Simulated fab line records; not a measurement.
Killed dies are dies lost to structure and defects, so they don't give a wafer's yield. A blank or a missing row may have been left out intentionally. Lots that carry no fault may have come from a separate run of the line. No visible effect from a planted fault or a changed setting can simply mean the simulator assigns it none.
Which of the tools did it? ; flow gf180mcu ; 42 wafers from 14 lots sampled at 2 of the route's 602 steps

== WHAT THE GAUGES READ, wafer by wafer ==
GF_V3_CD_MEAS_14 targets a cd of 260 nm. Usual: cdNm 260.1 nm, standard deviation 1.2.
lot;measured;on;cdNm (nm);flag
L234;day 22 20:41;cdSem-01;260.3 260.3 259.8;
L236;day 23 09:59;cdSem-01;259.7 259.0 258.4;
L238;day 24 03:55;cdSem-02;261.1 260.2 259.7;
L243;day 25 13:08;cdSem-01;261.1 261.0 260.7;
L244;day 26 02:08;cdSem-02;260.1 259.2 259.8;
L247;day 26 21:26;cdSem-02;261.3 260.4 259.7;
L248;day 27 03:59;cdSem-02;260.4 260.4 260.2;
L249;day 27 10:16;cdSem-02;259.7 259.8 259.9;
L251;day 28 05:47;cdSem-02;263.3 262.4 262.2;
L253;day 28 15:32;cdSem-01;258.5 257.7 258.3;
L254;day 28 20:38;cdSem-02;262.0 261.9 262.7;
L255;day 29 10:31;cdSem-02;261.1 260.2 259.8;
L256;day 29 10:55;cdSem-01;259.5 259.6 258.6;
L257;day 29 16:43;cdSem-02;260.5 260.9 260.0;

== EACH LOT AND THE TOOL THAT RAN IT (in order: tool; ch and the chambers of the sampled wafers; start) ==
lot;GF_POLY_GATE_CLEAN_15
L234;wetBench-04 ch 1, day 9 12:17
L236;wetBench-04 ch 2, day 9 21:57
L238;wetBench-02 ch 3, day 10 14:25
L243;wetBench-04 ch 0, day 11 19:22
L244;wetBench-04 ch 1, day 12 06:31
L247;wetBench-03 ch 2, day 13 02:49
L248;wetBench-03 ch 1, day 13 08:58
L249;wetBench-03 ch 3, day 13 15:01
L251;wetBench-02 ch 3, day 14 08:12
L253;wetBench-02 ch 1, day 14 22:12
L254;wetBench-04 ch 2, day 15 02:06
L255;wetBench-02 ch 1, day 15 17:28
L256;wetBench-03 ch 0, day 15 21:19
L257;wetBench-04 ch 3, day 16 03:22
- GF_POLY_GATE_CLEAN_15: cleans in SC1/SC2, time 150 s.

== WHAT THE TOOLS THEMSELVES READ (means of the sampled wafers that have a number; where no wafer has one, the mark that the record gives instead) ==
The record holds no such reading with a usual standard deviation.

== THE ANSWER, worked out from the rows above alone ==
Rule: take the mean of a lot's wafers that have a number; if it is more than 3 standard deviations from the usual mean, the lot is off. Also off: a lot with no number at a reading for which 4 or more lots have one. The other lots that the step has rows for count as sound. Order of review: gauges by route order, followed by the tools' own readings, for which a lot's mean as printed above is used. At the first step where some lot is off, the reading lying furthest off is the one used; lots without a number count as furthest.
Across all readings shown, no lot is off: no conclusion can be drawn from this.

== WHAT THE SIMULATOR HAD INSERTED ==
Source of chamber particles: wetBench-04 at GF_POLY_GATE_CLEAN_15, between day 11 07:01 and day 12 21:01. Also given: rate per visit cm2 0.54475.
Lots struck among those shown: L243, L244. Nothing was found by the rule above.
